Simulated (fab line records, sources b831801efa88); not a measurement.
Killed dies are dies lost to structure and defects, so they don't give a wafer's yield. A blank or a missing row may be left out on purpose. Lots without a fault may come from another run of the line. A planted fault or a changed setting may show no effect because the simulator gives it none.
Problem report in the 8D (eight disciplines) form, filled by code | flow sky130 | the parts of the form that need people (team, actions taken, sign-off) are left out

1. THE PROBLEM
SONOS_ONO_CVD_04_THK at SKY_SONOS_ONO_THK_MEAS_05 reads a mean of 9.02 nm on 3 wafers of 1 lot; wafers without a fault read 5.70 nm with a standard deviation of 0.097. That is +34 standard deviations from the usual mean.
First seen on wafer L254.1, day 17 18:19, on film_metro-02. The record holds 33 wafers of 11 lots with a number at this step. Rule for "out", or "out of limits": more than 4 standard deviations from the usual mean. The other wafers with a number count as sound.

2. WHAT IT IS AND WHAT IT IS NOT
question                    | is                     | is not
which readings at this step | SONOS_ONO_CVD_04_THK   | -
which lots                  | L254                   | L235, L237, L238, L240, L241, L242, L243, L244, L246, L250
which wafers of those lots  | all that have a number | -
read on which gauges        | film_metro-02          | film_metro-01, film_metro-04
when                        | from day 17 18:19      | up to then (30 sound wafers)

3. SUSPECTS, AND WHAT RULES EACH OUT
Counting: a tool at a process step up to the reading stays a suspect if it ran every lot that is out and no sound lot after the first of them.
- the gauge at SKY_SONOS_ONO_THK_MEAS_05: ruled out. All the wafers that are out were read on film_metro-02, but those of them that SKY_SONOS_ONO_CVD_04 has rows for are out there too, on other tools.
- lpcvd-03 at SKY_SONOS_ONO_CVD_04 (deposits SiO2 from SiH4/N2O, target thk 5.7199 nm): kept. It ran the lot that is out, L254 (day 17 17:04), and no sound lot after that; its last sound lot up to then is L250 (day 16 13:11). Its own readings are out on those wafers: spike_tc_bottom_C, spike_tc_centre_C, spike_tc_lower_C, spike_tc_top_C, spike_tc_upper_C, susceptor_temp_C, zone_power_centre_pct.
Left after counting: lpcvd-03 at SKY_SONOS_ONO_CVD_04.

4. THE CAUSE (what the simulator had put in)
Process parameter drift: lpcvd-03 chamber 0, from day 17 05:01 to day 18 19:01, at SKY_SONOS_ONO_CVD_04. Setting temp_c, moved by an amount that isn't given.
Counting left only this tool.

5. THE CHAIN OF EFFECTS, in route order
Each row: a reading whose mean over the struck wafers that have a number lies more than 3 standard deviations from the usual. Only readings for which the record gives a usual standard deviation are gone through. hours: the time from each lot's start at the first step in this table that gives one to its start at this step, as a median over the lots. sigmas: the change in usual standard deviations.
hours | step                      | reading               | usual   | on struck wafers | change | sigmas
0     | SKY_SONOS_ONO_CVD_04      | spike_tc_bottom_C     | 918.2 C | 968.1            | +49.9  | +26
0     | SKY_SONOS_ONO_CVD_04      | spike_tc_centre_C     | 901.6 C | 952.5            | +50.9  | +51
0     | SKY_SONOS_ONO_CVD_04      | spike_tc_lower_C      | 900.8 C | 951.0            | +50.2  | +42
0     | SKY_SONOS_ONO_CVD_04      | spike_tc_top_C        | 911.2 C | 963.9            | +52.7  | +31
0     | SKY_SONOS_ONO_CVD_04      | spike_tc_upper_C      | 899.8 C | 950.3            | +50.5  | +50
0     | SKY_SONOS_ONO_CVD_04      | susceptor_temp_C      | 900.0 C | 951.0            | +51.0  | +99 or more
0     | SKY_SONOS_ONO_CVD_04      | zone_power_bottom_pct | 30.7 %  | 38.2             | +7.5   | +3.1
0     | SKY_SONOS_ONO_CVD_04      | zone_power_centre_pct | 18.54 % | 20.93            | +2.39  | +8.9
0     | SKY_SONOS_ONO_CVD_04      | zone_power_lower_pct  | 16.8 %  | 20.1             | +3.3   | +3.4
1     | SKY_SONOS_ONO_THK_MEAS_05 | SONOS_ONO_CVD_04_THK  | 5.70 nm | 9.02             | +3.32  | +34
The process steps in it:
- SKY_SONOS_ONO_CVD_04: deposits SiO2 from SiH4/N2O, target thk 5.7199 nm.

6. WHAT WOULD HAVE CAUGHT IT SOONER
In this record the first reading out of limits at a measuring or inspecting step was taken at day 17 18:19, 13 hours after the fault began at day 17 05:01.
The tool's own readings at SKY_SONOS_ONO_CVD_04 were out on every struck wafer that the step has a row for (spike_tc_bottom_C, spike_tc_centre_C, spike_tc_lower_C, spike_tc_top_C, spike_tc_upper_C, susceptor_temp_C, zone_power_centre_pct): an alarm limit on them would have fired on the first of those.
All the lots that are out (1) had begun SKY_SONOS_ONO_CVD_04 on lpcvd-03 by day 17 18:19. A hold on the tool at that time would have spared none of them.
